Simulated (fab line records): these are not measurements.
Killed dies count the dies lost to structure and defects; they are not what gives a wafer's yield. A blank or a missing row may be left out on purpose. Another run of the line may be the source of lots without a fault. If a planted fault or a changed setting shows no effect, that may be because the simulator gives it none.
A struck lot beside a sound one + flow sky130 + 24 out of 708 route steps
Sound: the wafers L915.3, L915.4, L915.5. The struck wafers were L928.1, L928.4. The cause is given at the end.
At each step with rows: each side's tool, then ch and its chambers, then its first start. Under that, the readings that differ: sound wafers + struck wafers + difference of the means + sigmas: that difference in standard deviations of wafers without a fault.
alike: same words and numbers on both sides, and readings whose means sit less than 2 such deviations apart. not compared: any withheld reading, any reading some wafer has no value for, any bound like >300 that may hide the same value, and any number with overlapping values for which the record gives no deviation.
The two part at a step that has a row with sigmas, a row that says differs or no value, or rows on one side only. Non-overlapping numbers with no deviation appear without sigmas and do not part them. A reading that every wafer of one side lacks parts them only if that side has two wafers or more.

first, 3 steps without rows for these wafers: SKY_LOCAL_INTERCONNECT_STRIP_16 (strips in post etch residue remover, time 1200 s); SKY_LOCAL_INTERCONNECT_CLEAN_17 (cleans in IPA, time 180 s); SKY_LOCAL_INTERCONNECT_CLEAN_18 (cleans in O3/DIW).
SKY_CONTACT_CVD_00: deposits Si3N4, target thk 75 nm.
  sound on pecvd-02 ch 0,2, day 30 15:21; struck on pecvd-01 ch 1,2, day 35 04:22
  alike: heater_power_w
SKY_CONTACT_THK_MEAS_01:
  sound on film_metro-02, day 30 15:24; struck on film_metro-01, day 35 04:25
| reading                 | sound          | struck    | difference | sigmas |
|-------------------------|----------------|-----------|------------|--------|
| CONTACT_CVD_00_THK (nm) | 75.7 77.0 76.6 | 72.2 74.5 | -3.1       | -3     |
then, 1 step without rows for these wafers: SKY_CONTACT_HDPCVD_02 (deposits SiO2, target thk 565 nm, time 94.2 s).
SKY_CONTACT_THK_MEAS_03:
  sound on film_metro-01, day 30 15:32; struck on film_metro-02, day 35 04:32
  alike: CONTACT_HDPCVD_THK
SKY_CONTACT_CMP_04: polishes SiO2.
  sound on cmp-01 ch 0,1,3, day 30 15:37; struck on cmp-01 ch 1,2, day 35 04:36
  alike: edge_zone_pressure_frac, motor_current_A, time_to_endpoint_s
SKY_CONTACT_BOW_MEAS_05:
  sound on film_metro-02, day 30 15:55; struck on film_metro-03, day 35 04:54
  alike: CONTACT_BOW
then, 3 steps without rows for these wafers: SKY_CONTACT_DEHYDRATE_06 (time 60 s); SKY_CONTACT_HMDS_07 (prime time 60 s); SKY_CONTACT_COAT_08 (resist thk 60 nm).
SKY_CONTACT_COAT_09: resist thk 450 nm.
  sound on litho_track-02 ch 0, day 31 05:00; struck on litho_track-02 ch 0, day 35 17:00
| reading                                        | sound             | struck      | difference | sigmas |
|------------------------------------------------|-------------------|-------------|------------|--------|
| model.KrF-thick_of_CONTACT_COAT_09.thk_nm (nm) | 452.7 452.3 450.6 | 568.9 567.2 | +116.2     |        |
  alike: chill_plate_temp_C
then, 4 steps without rows for these wafers: SKY_CONTACT_SOFTBAKE_10 (time 90 s); SKY_CONTACT_EXPOSE_11 (exposes mask CTM1, target cd 170 nm); SKY_CONTACT_PEB_12; SKY_CONTACT_DEVELOP_13 (develop time 60 s).
SKY_CONTACT_CD_MEAS_14 targets a cd of 170 nm.
  sound on cd_sem-02, day 31 19:22; struck on cd_sem-01, day 36 07:25
  alike: cd_nm
SKY_CONTACT_OVL_MEAS_15:
  sound on overlay-02, day 31 19:28; struck on overlay-02, day 36 07:32
  alike: CONTACT_OVL
SKY_CONTACT_ETCH_16: etches BARC in N2/H2, stops on SiO2, time 45.9 s, target depth 60 nm.
  sound on rie_diel-02 ch 2,3, day 31 19:29; struck on rie_diel-02 ch 2,3, day 36 07:34
| reading                  | sound             | struck      | difference | sigmas |
|--------------------------|-------------------|-------------|------------|--------|
| model.CONTACT.cd_nm (nm) | 170.1 169.1 168.5 | 165.6 165.1 | -3.9       |        |
  alike: drypump_motor_current_A, oes_product_au, throttle_valve_pct
  not compared: rf_hours_counter_h
SKY_CONTACT_ETCH_17: etches SiO2 in C4F8/O2/Ar, stops on Si3N4, target depth 340 nm.
  sound on rie_diel-02 ch 2,3, day 31 19:32; struck on rie_diel-02 ch 2,3, day 36 07:37
  alike: oes_product_au
SKY_CONTACT_ETCH_18: etches Si3N4 in CHF3/O2, stops on TiN, time 39 s, target depth 75 nm.
  sound: rie_diel-02 ch 2,3; struck: rie_diel-02 ch 2,3
| reading                                        | sound             | struck      | difference | sigmas |
|------------------------------------------------|-------------------|-------------|------------|--------|
| oes_product_au (a.u.)                          | 0.862 0.860 0.867 | 0.837 0.853 | -0.018     | -2     |
| model.KrF-thick_of_CONTACT_COAT_09.thk_nm (nm) | 249.4 249.3 244.5 | 365.7 361.1 | +115.7     |        |
| model.CONTACT.cd_nm (nm)                       | 169.9 168.8 168.8 | 165.4 165.4 | -3.8       |        |
  alike: drypump_motor_current_A, throttle_valve_pct
  not compared: rf_hours_counter_h
SKY_CONTACT_STRIP_19: strips in O2/N2.
  sound on plasma_asher-01 ch 0,1, day 31 19:39; struck on plasma_asher-02 ch 1, day 36 07:42
| reading                      | sound             | struck      | difference | sigmas |
|------------------------------|-------------------|-------------|------------|--------|
| oes_product_au (a.u.)        | 0.379 0.378 0.374 | 0.430 0.440 | +0.058     | +12    |
| strip_time_to_endpoint_s (s) | 3.68 3.67 3.66    | 4.90 4.86   | +1.21      | +36    |
  alike: drypump_motor_current_A
  not compared: rf_hours_counter_h
then, 1 step without rows for these wafers: SKY_CONTACT_STRIP_20 (strips in post etch residue remover, time 1200 s).

WHERE THEY PART
At SKY_CONTACT_THK_MEAS_01 first; at SKY_CONTACT_STRIP_19 last (within this record only).

WHY: the cause the simulator had injected
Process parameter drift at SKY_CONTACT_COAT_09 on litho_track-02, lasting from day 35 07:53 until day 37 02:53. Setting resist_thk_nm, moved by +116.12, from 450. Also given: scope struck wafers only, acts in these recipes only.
